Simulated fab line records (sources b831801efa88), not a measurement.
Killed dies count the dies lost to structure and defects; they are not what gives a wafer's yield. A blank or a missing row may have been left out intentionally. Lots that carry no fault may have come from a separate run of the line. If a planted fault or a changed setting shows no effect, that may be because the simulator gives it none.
A struck lot beside a sound one	flow sky130	42 out of 708 route steps
Sound: these wafers, L240.2, L240.4, L240.5. Wafers L231.1, L231.2, L231.6 were the ones struck. The cause is given at the end.
Per side, at each step with rows, come the tool, then ch with its chambers, and then its first start. Under that, the readings that differ: sound wafers	struck wafers	difference of the means	sigmas: that difference in standard deviations of wafers without a fault.
alike: words and numbers the same on both sides, and readings whose means are apart by under 2 such deviations; not compared: readings that were withheld, readings missing a value for some wafer, numbers with overlapping values and no deviation given by the record, and bounds like >300 which may hide the same value.
A row with sigmas, a row that says differs or no value, or rows on one side alone: a step with any of these is where the two part. When numbers do not overlap yet have no deviation, they are printed without sigmas and do not part them. Lack of a reading on every wafer of one side parts them only where that side has two or more wafers.

first, 5 steps without rows for these wafers: SKY_GATE_OXIDE_COAT_05 (resist thk 1140 nm); SKY_GATE_OXIDE_SOFTBAKE_06 (time 60 s); SKY_GATE_OXIDE_EXPOSE_07 (exposes mask LVOM, target cd 600 nm); SKY_GATE_OXIDE_PEB_08; SKY_GATE_OXIDE_DEVELOP_09 (develop time 60 s).
SKY_GATE_OXIDE_OVL_MEAS_10:
  sound on overlay-02, day 19 14:35; struck on overlay-02, day 15 17:07
  alike: GATE_OXIDE_OVL
then, 2 steps without rows for these wafers: SKY_GATE_OXIDE_IMPLANT_11; SKY_GATE_OXIDE_WET_ETCH_12 (etches SiO2 in dHF, target depth 16.8 nm, time 336 s).
SKY_GATE_OXIDE_STRIP_13: strips in O2/N2.
  sound on plasmaAsher-03 ch 1, day 19 14:54; struck on plasmaAsher-02 ch 0,1, day 15 17:25
  alike: drypumpMotorCurrentA, n2FlowSccm, oesProductAu, stripTimeToEndpointS
  not compared: rfHoursCounterH
SKY_GATE_OXIDE_TW_MEAS_14:
  sound on filmMetro-03, day 19 15:01; struck on filmMetro-01, day 15 17:31
  alike: GATE_OXIDE_TW
then, 2 steps without rows for these wafers: SKY_GATE_OXIDE_CLEAN_15 (cleans in SC1/SC2, time 150 s); SKY_GATE_OXIDE_OXIDATION_16 (stabilise 600 s, purge 300 s, target thk 3.57 nm).
SKY_POLY_GATE_CVD_00: deposits poly-Si, target thk 180 nm, time 720 s.
  sound on lpcvd-01 ch 1, day 19 16:38; struck on lpcvd-01 ch 0, day 15 20:26
reading	sound	struck	difference	sigmas
spikeTcCentreC (C)	622.0 621.2 620.5	618.2 616.6 615.0	-4.6	-4
spikeTcLowerC (C)	619.7 619.5 620.6	617.5 614.1 614.3	-4.6	-4
spikeTcUpperC (C)	619.7 621.2 620.4	616.1 615.8 617.0	-4.1	-4
susceptorTempC (C)	619.86 619.82 620.07	615.29 615.77 615.39	-4.43	-16
zonePowerBottomPct (%)	15.9 16.3 16.1	12.9 13.1 13.1	-3.1	-2
zonePowerTopPct (%)	18.9 18.9 18.5	17.9 18.1 17.8	-0.8	-3
model.poly-Si_of_POLY_GATE_CVD_00.thkNm (nm)	182 183.3 183.4	160.7 162 161.1	-21.6	
SKY_POLY_GATE_THK_MEAS_01:
  sound on filmMetro-01, day 19 17:51; struck on filmMetro-02, day 15 21:38
reading	sound	struck	difference	sigmas
POLY_GATE_CVD_00_THK (nm)	182.1 183.3 183.4	160.6 161.9 161.2	-21.7	-12
then, 8 steps without rows for these wafers: SKY_RES_PROTECT_DEHYDRATE_00 (time 60 s); SKY_RES_PROTECT_HMDS_01 (prime time 60 s); SKY_RES_PROTECT_COAT_02 (resist thk 1140 nm); SKY_RES_PROTECT_SOFTBAKE_03 (time 60 s); SKY_RES_PROTECT_EXPOSE_04 (exposes mask RPM, target cd 1270 nm); SKY_RES_PROTECT_PEB_05; SKY_RES_PROTECT_DEVELOP_06 (develop time 60 s); SKY_POLY_GATE_IMPLANT_02.
SKY_RES_PROTECT_STRIP_07: strips in O2/N2.
  sound on plasmaAsher-02 ch 0, day 21 00:14; struck on plasmaAsher-03 ch 0,1, day 17 00:26
  alike: drypumpMotorCurrentA, n2FlowSccm, oesProductAu, stripTimeToEndpointS
  not compared: rfHoursCounterH
SKY_RES_PROTECT_TW_MEAS_08:
  sound on filmMetro-02, day 21 00:20; struck on filmMetro-03, day 17 00:32
  alike: POLY_GATE_TW
SKY_RES_PROTECT_CLEAN_09: cleans in SC1/SC2, time 150 s.
  sound on wetBench-04 ch 2, day 21 00:23; struck on wetBench-02 ch 3, day 17 00:35
reading	sound	struck	difference	sigmas
model.poly-Si_of_POLY_GATE_CVD_00.thkNm (nm)	181.4 182.7 182.7	160.1 161.3 160.5	-21.6	
  alike: tempC
then, 1 step without rows for these wafers: SKY_POLY_GATE_CVD_03 (deposits Si3N4 from DCS/NH3, target thk 75 nm, time 1290 s).
SKY_POLY_GATE_THK_MEAS_04:
  sound on filmMetro-04, day 21 01:49; struck on filmMetro-01, day 17 03:43
  alike: POLY_GATE_CVD_03_THK
then, 8 steps without rows for these wafers: SKY_POLY_GATE_DEHYDRATE_05 (time 60 s); SKY_POLY_GATE_HMDS_06 (prime time 60 s); SKY_POLY_GATE_COAT_07 (resist thk 110 nm); SKY_POLY_GATE_COAT_08 (resist thk 450 nm); SKY_POLY_GATE_SOFTBAKE_09 (time 90 s); SKY_POLY_GATE_EXPOSE_10 (exposes mask P1M, target cd 150 nm); SKY_POLY_GATE_PEB_11; SKY_POLY_GATE_DEVELOP_12 (develop time 60 s).
SKY_POLY_GATE_CD_MEAS_13: target cd 150 nm.
  sound on cdSem-01, day 22 08:43; struck on cdSem-01, day 18 08:22
  alike: cdNm
SKY_POLY_GATE_OVL_MEAS_14:
  sound on overlay-01, day 22 08:50; struck on overlay-01, day 18 08:29
  alike: POLY_GATE_OVL
SKY_POLY_GATE_ETCH_15: etches BARC in N2/H2, stops on SiO2, time 118.5 s, target depth 110 nm.
  sound on rieDiel-02 ch 0,1,3, day 22 08:52; struck on rieDiel-03 ch 0,3, day 18 08:31
  alike: drypumpMotorCurrentA, n2FlowSccm, oesProductAu, throttleValvePct
  not compared: rfHoursCounterH
SKY_POLY_GATE_ETCH_16: etches Si3N4 in CH3F/O2, stops on poly-Si, time 147.5 s, target depth 75 nm.
  sound on rieDiel-02 ch 0,1,3, day 22 08:56; struck on rieDiel-03 ch 0,3, day 18 08:36
  alike: O2_flow_sccm, ch3fFlowSccm, drypumpMotorCurrentA, oesProductAu, throttleValvePct
  not compared: rfHoursCounterH
SKY_POLY_GATE_ETCH_17: etches poly-Si in HBr/Cl2, stops on SiO2, target depth 180 nm, time 70.5 s.
  sound on rieSi-01 ch 1,3, day 22 09:02; struck on rieSi-02 ch 1,2,3, day 18 08:42
reading	sound	struck	difference	sigmas
oesProductAu (a.u.)	0.981 1.003 1.001	0.919 0.924 0.925	-0.072	-8
model.etch.depthNm (nm)	181.4 180.8 181	160.1 161.3 160.5	-20.4	
model.POLY_GATE.featureDepthNm (nm)	181.4 180.8 181	160.1 161.3 160.5	-20.4	
  alike: drypumpMotorCurrentA, throttleValvePct
  not compared: rfHoursCounterH
SKY_POLY_GATE_STRIP_18: strips in O2/N2.
  sound on plasmaAsher-04 ch 0,1, day 22 09:05; struck on plasmaAsher-02 ch 0,1, day 18 08:46
  alike: drypumpMotorCurrentA, n2FlowSccm, oesProductAu, stripTimeToEndpointS
  not compared: rfHoursCounterH
-- record jumps: 29 days separate the struck wafers' starts on either side; left off in module POLY_GATE, taken up again in module PAD_OPEN, whose first shown step is the route's number 708 --
SKY_PAD_OPEN_PROBE_99:
  sound on prober-02, day 49 16:10; struck on prober-01, day 47 05:29
reading	sound	struck	difference	sigmas
model.etest.resHighPo.lineOhmUm	745.4 751.6 732.2	834.1 822.6 842.3	+89.9	
model.etest.resPoly.lineOhmUm	509.2 537.4 513	593.2 613.7 583.8	+77.0	
model.etest.resHighPo.rsOhmSq	263.3 261.3 262.2	293 285.3 290	+27	
model.etest.resPoly.rsOhmSq	48.2 48.02 48.26	53.92 53.53 53.85	+5.61	
model.etest.capLiToPoly.cAfUm2	97.48 98.25 97.84	92.21 90.95 89.52	-6.96	
  alike: killed_at_M0_to_M3, killed_at_M4_up, killedAtContacts, killedAtFrontEnd, killedAtOther, killedDies, killedOpen, killedShort

== WHERE THEY PART ==
Earliest at SKY_POLY_GATE_CVD_00; latest, in this record, at SKY_POLY_GATE_ETCH_17. Later steps at which nothing parts them and some readings are alike: SKY_POLY_GATE_STRIP_18, SKY_PAD_OPEN_PROBE_99.

WHY: the cause the simulator had injected
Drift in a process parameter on lpcvd-01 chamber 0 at SKY_POLY_GATE_CVD_00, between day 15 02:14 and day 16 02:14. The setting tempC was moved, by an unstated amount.
